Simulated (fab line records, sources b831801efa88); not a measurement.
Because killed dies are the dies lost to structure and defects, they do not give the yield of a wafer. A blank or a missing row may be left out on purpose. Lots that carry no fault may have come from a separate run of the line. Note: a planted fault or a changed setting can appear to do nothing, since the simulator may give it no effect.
fab line records	flow gf180mcu	part 1 of 2: steps 1 to 32 of 41
[record] lots = 5	wafers = 15	lastDay = 34
route steps=602 shown M3@416 V3@429 M4@456
lots untouched by any fault: they come from a run of this same line in which no faults occurred
startH: hours from the record's opening day to when the first of the lot's shown wafers began	waitH: how many hours have passed since the lot's step before this one	" identical to the entry in the row above	L1.1+2: a single row standing in for several wafers	- value missing, or start not given	* or withheld: withheld	< > ~ a bound
route shown NAME@n: names a module that has steps shown in the file, with the first one's number in the route	usual: mean/standard deviation of fault-free wafers	same: alike in all rows	chamber/n: place in a boat	sites: the reading at each site	_std_site: their standard deviation	_edge_site: inner sites' mean taken away from outer sites' mean	radiusMm: for every site, how far away it sits from the centre of the wafer	mask NAME#n: copy n	behind: the last tool/chamber to shape the wafer	hold: why the lot was held/for how many hours/how that ended	device: which transistor (n, p or np) failed to switch	end of line: the same wafers' tests at the end of the route	step lacking rows: just its recipe	killed: not the wafer's yield, but the dies lost to structure and defects at the first sort	map: a wafer's dies, marking killed ones x, the rest . and places with no die _
set.NAME: the setting as run; set.NAME@STEP: as run at that earlier step	model.NAME: the simulator's own value behind a step, which no gauge read
lots seen at some steps along the route; tables by step, rows by wafer
services: from which hour (startH, from the record's first day; less than 0 if before it) a tool's chamber was out of use, for how many hours, and why
[[steps]]
[step GF_M3_DEHYDRATE_07]
[recipe] tempC = 200	timeS = 60
lot.wafer	tool	chamber	startH	waitH
L074.2+4+5	lithoTrack-04	0	477.13	12.2
L080.2+4+6	lithoTrack-02	0	532.92	10.7
L083.3+4+6	lithoTrack-01	0	558.30	10.1
L089.1+2+5	lithoTrack-04	0	605.40	9.7
L097.1+5+6	lithoTrack-04	0	656.75	8.4
[step GF_M3_HMDS_08]
[recipe] primeTimeS = 60	primeTempC = 120
lot.wafer	tool	chamber	startH	waitH
L074.2+4+5	lithoTrack-04	0	477.28	0.1
L080.2+4+6	lithoTrack-02	0	533.07	0.1
L083.3+4+6	lithoTrack-01	0	558.45	0.1
L089.1+2+5	lithoTrack-04	0	605.55	0.1
L097.1+5+6	lithoTrack-04	0	656.90	0.1
[step GF_M3_COAT_09]
[recipe] resist = KrF	spinRpm = withheld	resistThkNm = 1000
lot.wafer	tool	chamber	startH	waitH
L074.2+4+5	lithoTrack-04	0	477.43	0.1
L080.2+4+6	lithoTrack-02	0	533.22	0.1
L083.3+4+6	lithoTrack-01	0	558.60	0.1
L089.1+2+5	lithoTrack-04	0	605.70	0.1
L097.1+5+6	lithoTrack-04	0	657.05	0.1
[step GF_M3_SOFTBAKE_10]
[recipe] tempC = 130	timeS = 60	resist = KrF
lot.wafer	tool	chamber	startH	waitH
L074.2+4+5	lithoTrack-04	0	477.58	0.1
L080.2+4+6	lithoTrack-02	0	533.37	0.1
L083.3+4+6	lithoTrack-01	0	558.75	0.1
L089.1+2+5	lithoTrack-04	0	605.85	0.1
L097.1+5+6	lithoTrack-04	0	657.20	0.1
[step GF_M3_EXPOSE_11]
[recipe] maskId = Metal3	targetCdNm = 280	na = 0.68	sourceShape = conventional	sigmaOuter = 0.6	doseMj = 28
lot.wafer	tool	chamber	startH	waitH	mask
L074.2+4+5	krfScanner-02	0	-	-	Metal3#0
L080.2+4+6	krfScanner-02	0	-	-	Metal3#0
L083.3+4+6	krfScanner-02	0	-	-	Metal3#0
L089.1+2+5	krfScanner-02	0	-	-	Metal3#0
L097.1+5+6	krfScanner-01	0	-	-	Metal3#0
[step GF_M3_PEB_12]
[recipe] pebTempC = 135	pebTimeS = 90	resist = KrF
lot.wafer	tool	chamber	startH	waitH
L074.2+4+5	lithoTrack-02	0	-	-
L080.2+4+6	lithoTrack-02	0	-	-
L083.3+4+6	lithoTrack-02	0	-	-
L089.1+2+5	lithoTrack-04	0	-	-
L097.1+5+6	lithoTrack-01	0	-	-
[step GF_M3_DEVELOP_13]
[recipe] developTimeS = 60	devTempC = 21
lot.wafer	tool	chamber	startH	waitH
L074.2+4+5	lithoTrack-02	0	489.72	0.2
L080.2+4+6	lithoTrack-02	0	545.07	0.2
L083.3+4+6	lithoTrack-02	0	569.54	0.1
L089.1+2+5	lithoTrack-04	0	616.15	0.2
L097.1+5+6	lithoTrack-01	0	667.09	0.2
[step GF_M3_CD_MEAS_14]
[recipe] targetCdNm = 280
[usual] cdNm = 280.2/1.3
lot.wafer	tool	chamber	startH	waitH	cdNm
L074.2	cdSem-01	-	489.87	0.1	281.0
L074.4	"	-	"	"	280.7
L074.5	"	-	"	"	280.8
L080.2	cdSem-01	-	545.21	0.1	281.3
L080.4	"	-	"	"	280.8
L080.6	"	-	"	"	280.8
L083.3	cdSem-02	-	569.68	0.1	281.9
L083.4	"	-	"	"	281.0
L083.6	"	-	"	"	281.5
L089.1	cdSem-02	-	616.30	0.1	282.0
L089.2	"	-	"	"	282.3
L089.5	"	-	"	"	280.3
L097.1	cdSem-02	-	667.24	0.1	280.1
L097.5	"	-	"	"	280.5
L097.6	"	-	"	"	279.7
[step GF_M3_OVL_MEAS_15]
[usual] M3_OVL = 0/6.4
lot.wafer	tool	chamber	startH	waitH	M3_OVL[nm]
L074.2	overlay-01	-	489.97	0.1	-9
L074.4	"	-	"	"	-4
L074.5	"	-	"	"	-10
L080.2	overlay-02	-	545.32	0.1	7
L080.4	"	-	"	"	14
L080.6	"	-	"	"	13
L083.3	overlay-02	-	569.78	0.1	7
L083.4	"	-	"	"	-1
L083.6	"	-	"	"	-5
L089.1	overlay-02	-	616.42	0.1	-4
L089.2	"	-	"	"	3
L089.5	"	-	"	"	-6
L097.1	overlay-02	-	667.36	0.1	-2
L097.5	"	-	"	"	-2
L097.6	"	-	"	"	5
[step GF_M3_METAL_ETCH_16]
[recipe] chemistry = Cl2/BCl3	maskMaterial = KrF	targetDepthNm = 627.5	stopOn = SiO2	pressureMtorr = 8	icpW = 800	biasW = 140	Cl2_flow_sccm = 80	bcl3FlowSccm = 40	timeS = 104.6
[usual] drypumpMotorCurrentA = 5.80/0.25	mfcCl2Sccm = 80.00/0.24	oesProductAu = 0.975/0.0069	throttleValvePct = 28.248/0.011
lot.wafer	tool	chamber	startH	waitH	drypumpMotorCurrentA	mfcCl2Sccm	oesProductAu	rfHoursCounterH	throttleValvePct
L074.2	rieMetal-01	0	490.00	0.0	5.87	80.08	0.965	9	28.253
L074.4	"	0	"	"	5.86	80.22	0.964	-	28.246
L074.5	"	0	"	"	5.86	79.88	0.963	-	28.257
L080.2	rieMetal-02	1	545.35	0.0	5.21	79.94	0.969	3	28.247
L080.4	"	0	"	"	6.00	79.92	0.969	-	28.246
L080.6	"	1	"	"	5.22	80.24	0.974	-	28.246
L083.3	rieMetal-04	0	569.88	0.1	5.92	79.86	0.977	-	28.229
L083.4	"	0	"	"	5.91	80.18	0.976	-	28.247
L083.6	"	0	"	"	5.89	80.09	0.978	-	28.249
L089.1	rieMetal-01	0	616.45	0.0	5.89	79.72	0.973	13	28.234
L089.2	"	0	"	"	5.87	79.72	0.972	-	28.249
L089.5	"	0	"	"	5.87	79.89	0.972	-	28.245
L097.1	rieMetal-04	1	667.40	0.0	5.83	79.69	0.989	3	28.234
L097.5	"	0	"	"	5.91	80.44	0.976	-	28.238
L097.6	"	1	"	"	5.82	79.91	0.979	-	28.241
[step GF_M3_STRIP_17]
[recipe] chemistry = O2/N2	powerW = 1400	pressureMtorr = 1500	platenTempC = 250	o2FlowSccm = 3000	n2FlowSccm = 300	overashFraction = 0.5
[usual] drypumpMotorCurrentA = 5.81/0.25	heaterPowerW = 338/20	oesProductAu = 0.558/0.0048	stripTimeToEndpointS = 7.87/0.035
lot.wafer	tool	chamber	startH	waitH	drypumpMotorCurrentA	heaterPowerW	oesProductAu	rfHoursCounterH	stripTimeToEndpointS
L074.2	plasmaAsher-03	0	490.11	0.1	5.46	344	0.554	7	7.91
L074.4	"	1	"	"	6.05	335	0.555	-	7.89
L074.5	"	0	"	"	5.45	341	0.561	-	7.92
L080.2	plasmaAsher-03	1	545.46	0.1	6.06	332	0.557	13	7.84
L080.4	"	0	"	"	5.50	346	0.554	-	7.87
L080.6	"	1	"	"	6.06	339	0.556	-	7.85
L083.3	plasmaAsher-04	0	570.06	0.1	5.73	352	0.559	-	7.91
L083.4	"	1	"	"	5.92	329	0.557	-	7.92
L083.6	"	1	"	"	5.95	320	0.564	-	7.94
L089.1	plasmaAsher-03	0	616.68	0.2	5.47	342	0.562	21	7.88
L089.2	"	1	"	"	6.04	332	0.563	21	7.90
L089.5	"	0	"	"	5.46	335	0.555	-	7.84
L097.1	plasmaAsher-02	1	667.51	0.1	6.17	365	0.555	49	7.92
L097.5	"	0	"	"	5.52	316	0.563	-	7.92
L097.6	"	1	"	"	6.19	369	0.555	-	7.91
[step GF_M3_STRIP_18]
[recipe] chemistry = postEtchResidueRemover	timeS = 1200	tempC = 72.5
[usual] tempC = 72.50/0.11
lot.wafer	tool	chamber	startH	waitH	tempC
L074.2	wetBench-04	2	490.21	0.1	72.44
L074.4	"	2	"	"	72.36
L074.5	"	2	"	"	72.30
L080.2	wetBench-04	2	545.56	0.1	72.41
L080.4	"	2	"	"	72.45
L080.6	"	2	"	"	72.37
L083.3	wetBench-03	3	570.12	0.0	72.62
L083.4	"	3	"	"	72.51
L083.6	"	3	"	"	72.43
L089.1	wetBench-01	0	616.78	0.1	72.57
L089.2	"	0	"	"	72.44
L089.5	"	0	"	"	72.52
L097.1	wetBench-03	0	667.61	0.1	72.54
L097.5	"	0	"	"	72.48
L097.6	"	0	"	"	72.43
[step GF_M3_CLEAN_19]
[recipe] chemistry = DIW	dry = n2Spin
lot.wafer	tool	chamber	startH	waitH
L074.2+4+5	wetBench-01	3	490.59	0.0
L080.2+4+6	wetBench-01	0	545.90	0.0
L083.3+4+6	wetBench-03	0	570.47	0.0
L089.1+2+5	wetBench-03	1	617.12	0.0
L097.1+5+6	wetBench-01	3	668.36	0.0
[step GF_V3_CVD_00]
[recipe] material = SiO2	targetThkNm = 600	sigmaOpenFrac = 0.3	tempC = 400	timeS = 100	sih4FlowSccm = 60	pressureMtorr = 6
lot.wafer	tool	chamber	startH	waitH
L074.2+4+5	hdpcvd-01	1,2,0	490.68	0.0
L080.2+4+6	hdpcvd-02	2,1,0	546.09	0.0
L083.3+4+6	hdpcvd-01	1,2,1	570.56	0.0
L089.1+2+5	hdpcvd-01	0,2,2	617.21	0.0
L097.1+5+6	hdpcvd-01	2,1,0	668.45	0.0
[step GF_V3_THK_MEAS_01]
[recipe] reads = SiO2_of_V3_CVD_00
[usual] V3_CVD_00_THK = 600/6.5
lot.wafer	tool	chamber	startH	waitH	V3_CVD_00_THK[nm]
L074.2	filmMetro-02	-	490.76	0.0	599
L074.4	"	-	"	"	597
L074.5	"	-	"	"	590
L080.2	filmMetro-03	-	546.17	0.0	593
L080.4	"	-	"	"	577
L080.6	"	-	"	"	587
L083.3	filmMetro-01	-	570.65	0.1	610
L083.4	"	-	"	"	611
L083.6	"	-	"	"	610
L089.1	filmMetro-03	-	617.28	0.0	613
L089.2	"	-	"	"	604
L089.5	"	-	"	"	604
L097.1	filmMetro-03	-	668.52	0.0	602
L097.5	"	-	"	"	602
L097.6	"	-	"	"	606
[step GF_V3_CVD_02]
[recipe] material = SiO2	targetThkNm = 850	precursor = TEOS	tempC = 400	timeS = 94.851	rfW = 600
[usual] heaterPowerW = 635/87
lot.wafer	tool	chamber	startH	waitH	heaterPowerW
L074.2	pecvd-03	1	490.81	0.0	597
L074.4	"	0	"	"	751
L074.5	"	2	"	"	642
L080.2	pecvd-03	2	546.22	0.0	634
L080.4	"	2	"	"	673
L080.6	"	0	"	"	607
L083.3	pecvd-03	2	570.69	0.0	600
L083.4	"	1	"	"	458
L083.6	"	0	"	"	692
L089.1	pecvd-03	0	617.34	0.1	697
L089.2	"	2	"	"	600
L089.5	"	1	"	"	577
L097.1	pecvd-04	0	668.58	0.1	623
L097.5	"	1	"	"	564
L097.6	"	0	"	"	490
[step GF_V3_THK_MEAS_03]
[recipe] reads = SiO2_of_V3_CVD_02
[usual] V3_CVD_02_THK = 849/11
lot.wafer	tool	chamber	startH	waitH	V3_CVD_02_THK[nm]
L074.2	filmMetro-03	-	490.89	0.0	867
L074.4	"	-	"	"	864
L074.5	"	-	"	"	866
L080.2	filmMetro-02	-	546.30	0.0	843
L080.4	"	-	"	"	858
L080.6	"	-	"	"	852
L083.3	filmMetro-02	-	570.78	0.1	850
L083.4	"	-	"	"	871
L083.6	"	-	"	"	857
L089.1	filmMetro-01	-	617.41	0.0	841
L089.2	"	-	"	"	840
L089.5	"	-	"	"	864
L097.1	filmMetro-01	-	668.65	0.0	847
L097.5	"	-	"	"	854
L097.6	"	-	"	"	848
[step GF_V3_CMP_04]
[recipe] material = SiO2	downForcePsi = 4	platenRpm = 60	padVelocityMS = 0.94248
[usual] edgeZonePressureFrac = 1.000/0.0052	headPressurePsi = 4.000/0.0088	motorCurrentA = 11.1/0.89	platenRpm = 60.00/0.039	timeToEndpointS = 81/5.1
lot.wafer	tool	chamber	startH	waitH	edgeZonePressureFrac	headPressurePsi	motorCurrentA	platenRpm	timeToEndpointS
L074.2	cmp-02	3	490.94	0.0	1.001	4.011	10.4	59.93	85
L074.4	"	2	"	"	1.000	3.983	9.9	59.96	81
L074.5	"	3	"	"	1.002	4.000	10.8	59.95	83
L080.4	cmp-01	0	546.40	0.1	0.986	4.000	10.9	60.07	86
L080.2	"	1	"	"	1.003	3.995	10.9	59.99	84
L080.6	"	3	"	"	1.005	4.004	11.2	59.95	89
L083.3	cmp-01	3	570.87	0.1	0.990	4.006	10.6	60.03	89
L083.4	"	0	"	"	1.000	4.012	10.8	59.99	91
L083.6	"	2	"	"	0.992	4.004	10.2	59.96	90
L089.2	cmp-01	0	617.47	0.0	1.001	4.002	10.7	59.99	73
L089.1	"	1	"	"	1.000	3.991	10.8	60.02	75
L089.5	"	1	"	"	1.004	3.986	11.0	60.01	84
L097.1	cmp-02	1	668.86	0.2	1.000	3.996	12.3	59.99	81
L097.5	"	2	"	"	0.996	4.007	10.8	60.00	81
L097.6	"	3	"	"	0.996	3.988	10.9	59.98	84
[step GF_V3_BOW_MEAS_05]
[recipe] mode = bow
[usual] V3_BOW = 117/9.1
lot.wafer	tool	chamber	startH	waitH	V3_BOW[um]
L074.2	filmMetro-01	-	491.26	0.3	113
L074.4	"	-	"	"	109
L074.5	"	-	"	"	102
L080.2	filmMetro-01	-	546.67	0.2	135
L080.4	"	-	"	"	116
L080.6	"	-	"	"	117
L083.3	filmMetro-01	-	571.16	0.2	115
L083.4	"	-	"	"	110
L083.6	"	-	"	"	122
L089.1	filmMetro-03	-	617.77	0.2	127
L089.2	"	-	"	"	113
L089.5	"	-	"	"	117
L097.1	filmMetro-02	-	669.01	0.1	114
L097.5	"	-	"	"	119
L097.6	"	-	"	"	115
[step GF_V3_DEHYDRATE_06]
[recipe] tempC = 200	timeS = 60
lot.wafer	tool	chamber	startH	waitH
L074.2+4+5	lithoTrack-04	0	503.27	12.0
L080.2+4+6	lithoTrack-01	0	557.52	10.8
L083.3+4+6	lithoTrack-01	0	581.35	10.2
L089.1+2+5	lithoTrack-01	0	627.69	9.9
L097.1+5+6	lithoTrack-04	0	678.20	9.2
[step GF_V3_HMDS_07]
[recipe] primeTimeS = 60	primeTempC = 120
lot.wafer	tool	chamber	startH	waitH
L074.2+4+5	lithoTrack-04	0	503.42	0.1
L080.2+4+6	lithoTrack-01	0	557.67	0.1
L083.3+4+6	lithoTrack-01	0	581.50	0.1
L089.1+2+5	lithoTrack-01	0	627.84	0.1
L097.1+5+6	lithoTrack-04	0	678.35	0.1
[step GF_V3_COAT_08]
[recipe] resist = BARC	tempC = withheld	timeS = withheld	spinRpm = withheld	resistThkNm = withheld
lot.wafer	tool	chamber	startH	waitH
L074.2+4+5	lithoTrack-04	0	503.57	0.1
L080.2+4+6	lithoTrack-01	0	557.82	0.1
L083.3+4+6	lithoTrack-01	0	581.65	0.1
L089.1+2+5	lithoTrack-01	0	627.99	0.1
L097.1+5+6	lithoTrack-04	0	678.50	0.1
[step GF_V3_COAT_09]
[recipe] resist = KrF	spinRpm = withheld	resistThkNm = 1000
lot.wafer	tool	chamber	startH	waitH
L074.2+4+5	lithoTrack-04	0	-	-
L080.2+4+6	lithoTrack-01	0	-	-
L083.3+4+6	lithoTrack-01	0	-	-
L089.1+2+5	lithoTrack-01	0	-	-
L097.1+5+6	lithoTrack-04	0	-	-
[step GF_V3_SOFTBAKE_10]
[recipe] tempC = 130	timeS = 60	resist = KrF
lot.wafer	tool	chamber	startH	waitH
L074.2+4+5	lithoTrack-04	0	-	-
L080.2+4+6	lithoTrack-01	0	-	-
L083.3+4+6	lithoTrack-01	0	-	-
L089.1+2+5	lithoTrack-01	0	-	-
L097.1+5+6	lithoTrack-04	0	-	-
[step GF_V3_EXPOSE_11]
[recipe] maskId = Via3	targetCdNm = 260	na = 0.68	sourceShape = conventional	sigmaOuter = 0.6	doseMj = 38
lot.wafer	tool	chamber	startH	waitH	mask
L074.2+4+5	krfScanner-02	0	-	-	Via3#0
L080.2+4+6	krfScanner-01	0	-	-	Via3#0
L083.3+4+6	krfScanner-01	0	-	-	Via3#0
L089.1+2+5	krfScanner-01	0	-	-	Via3#0
L097.1+5+6	krfScanner-01	0	-	-	Via3#0
[step GF_V3_PEB_12]
[recipe] pebTempC = 135	pebTimeS = 90	resist = KrF
lot.wafer	tool	chamber	startH	waitH
L074.2+4+5	lithoTrack-03	0	-	-
L080.2+4+6	lithoTrack-03	0	-	-
L083.3+4+6	lithoTrack-01	0	-	-
L089.1+2+5	lithoTrack-04	0	-	-
L097.1+5+6	lithoTrack-03	0	-	-
[step GF_V3_DEVELOP_13]
[recipe] developTimeS = 60	resist = KrF	devTempC = 21
lot.wafer	tool	chamber	startH	waitH
L074.2+4+5	lithoTrack-03	0	514.69	0.2
L080.2+4+6	lithoTrack-03	0	569.19	0.2
L083.3+4+6	lithoTrack-01	0	592.50	0.1
L089.1+2+5	lithoTrack-04	0	638.70	0.2
L097.1+5+6	lithoTrack-03	0	688.16	0.2
[step GF_V3_CD_MEAS_14]
[recipe] targetCdNm = 260
[usual] cdNm = 260.1/1.1
lot.wafer	tool	chamber	startH	waitH	cdNm
L074.2	cdSem-01	-	514.84	0.1	261.1
L074.4	"	-	"	"	260.7
L074.5	"	-	"	"	260.8
L080.2	cdSem-01	-	569.33	0.1	259.0
L080.4	"	-	"	"	259.5
L080.6	"	-	"	"	257.9
L083.3	cdSem-02	-	592.64	0.1	261.5
L083.4	"	-	"	"	262.5
L083.6	"	-	"	"	262.7
L089.1	cdSem-02	-	638.85	0.1	260.7
L089.2	"	-	"	"	259.7
L089.5	"	-	"	"	261.3
L097.1	cdSem-01	-	688.31	0.1	259.1
L097.5	"	-	"	"	260.4
L097.6	"	-	"	"	259.8
[step GF_V3_OVL_MEAS_15]
[usual] V3_OVL = 2/5.1
lot.wafer	tool	chamber	startH	waitH	V3_OVL[nm]
L074.2	overlay-01	-	514.94	0.1	0
L074.4	"	-	"	"	2
L074.5	"	-	"	"	2
L080.2	overlay-02	-	569.44	0.1	-9
L080.4	"	-	"	"	-11
L080.6	"	-	"	"	-6
L083.3	overlay-02	-	592.73	0.1	-3
L083.4	"	-	"	"	10
L083.6	"	-	"	"	3
L089.1	overlay-02	-	638.97	0.1	1
L089.2	"	-	"	"	7
L089.5	"	-	"	"	3
L097.1	overlay-01	-	688.43	0.1	2
L097.5	"	-	"	"	6
L097.6	"	-	"	"	3
[step GF_V3_ETCH_16]
[recipe] chemistry = N2/H2	targetDepthA = withheld	overetchA = withheld	timeS = withheld	target = BARC	ionEnergyEv = 200	sourceW = 500	biasW = 100	pressureMtorr = 30	n2FlowSccm = 100	h2FlowSccm = 200
[usual] drypumpMotorCurrentA = 6.0/0.67	oesProductAu = 0.854/0.0047	throttleValvePct = 13.224/0.0097
lot.wafer	tool	chamber	startH	waitH	drypumpMotorCurrentA	oesProductAu	throttleValvePct
L074.2	rieDiel-01	2	514.97	0.0	6.4	0.836	13.225
L074.4	"	1	"	"	6.5	0.849	13.214
L074.5	"	0	"	"	6.4	0.854	13.227
L080.2	rieDiel-02	0	569.47	0.0	4.6	0.858	13.218
L080.4	"	2	"	"	5.4	0.863	13.229
L080.6	"	1	"	"	5.9	0.861	13.239
L083.3	rieDiel-01	3	592.75	0.0	6.9	0.851	13.216
L083.4	"	1	"	"	6.5	0.848	13.240
L083.6	"	0	"	"	6.3	0.857	13.231
L089.1	rieDiel-04	3	639.00	0.0	5.5	0.853	13.224
L089.2	"	0	"	"	6.2	0.857	13.218
L089.5	"	2	"	"	6.1	0.857	13.232
L097.1	rieDiel-02	3	688.47	0.0	6.4	0.855	13.229
L097.5	"	3	"	"	6.3	0.857	13.206
L097.6	"	0	"	"	4.6	0.860	13.210
[step GF_V3_ETCH_17]
[recipe] chemistry = C4F8/O2/Ar	maskMaterial = KrF	target = SiO2	stopOn = TiN	sourceW = 1500	biasW = 1200	pressureMtorr = 40	c4f8FlowSccm = withheld	O2_flow_sccm = 6	Ar_flow_sccm = 300	timeS = withheld	targetDepthA = 6350
[usual] oesProductAu = 0.856/0.0042
lot.wafer	tool	chamber	startH	waitH	oesProductAu
L074.2	rieDiel-01	2	-	-	0.854
L074.4	"	1	"	"	0.852
L074.5	"	0	"	"	0.855
L080.2	rieDiel-02	0	-	-	0.851
L080.4	"	2	"	"	0.858
L080.6	"	1	"	"	0.860
L083.3	rieDiel-01	3	-	-	0.854
L083.4	"	1	"	"	0.859
L083.6	"	0	"	"	0.858
L089.1	rieDiel-04	3	-	-	0.856
L089.2	"	0	"	"	0.852
L089.5	"	2	"	"	0.854
L097.1	rieDiel-02	3	-	-	0.861
L097.5	"	3	"	"	0.858
L097.6	"	0	"	"	0.845
[step GF_V3_STRIP_18]
[recipe] chemistry = O2/N2	powerW = 1400	pressureMtorr = 1500	platenTempC = 250	o2FlowSccm = 3000	n2FlowSccm = 300	overashFraction = 0.5
[usual] drypumpMotorCurrentA = 5.73/0.21	heaterPowerW = 352/23	oesProductAu = 0.593/0.0051
lot.wafer	tool	chamber	startH	waitH	drypumpMotorCurrentA	heaterPowerW	oesProductAu	rfHoursCounterH
L074.2	plasmaAsher-01	1	515.10	-	5.54	362	0.592	90
L074.4	"	0	"	"	5.68	362	0.589	-
L074.5	"	0	"	"	5.68	372	0.591	-
L080.2	plasmaAsher-01	1	569.60	-	5.54	364	0.591	95
L080.4	"	0	"	"	5.65	376	0.596	-
L080.6	"	1	"	"	5.54	359	0.596	-
L083.3	plasmaAsher-01	1	592.91	-	5.53	363	0.593	-
L083.4	"	0	"	"	5.71	373	0.593	-
L083.6	"	1	"	"	5.56	362	0.595	-
L089.1	plasmaAsher-01	1	639.13	-	5.57	362	0.586	103
L089.2	"	0	"	"	5.68	373	0.599	103
L089.5	"	0	"	"	5.69	373	0.593	-
L097.1	plasmaAsher-02	0	688.60	-	5.53	309	0.597	52
L097.5	"	1	"	"	6.17	369	0.580	-
L097.6	"	0	"	"	5.48	316	0.595	-
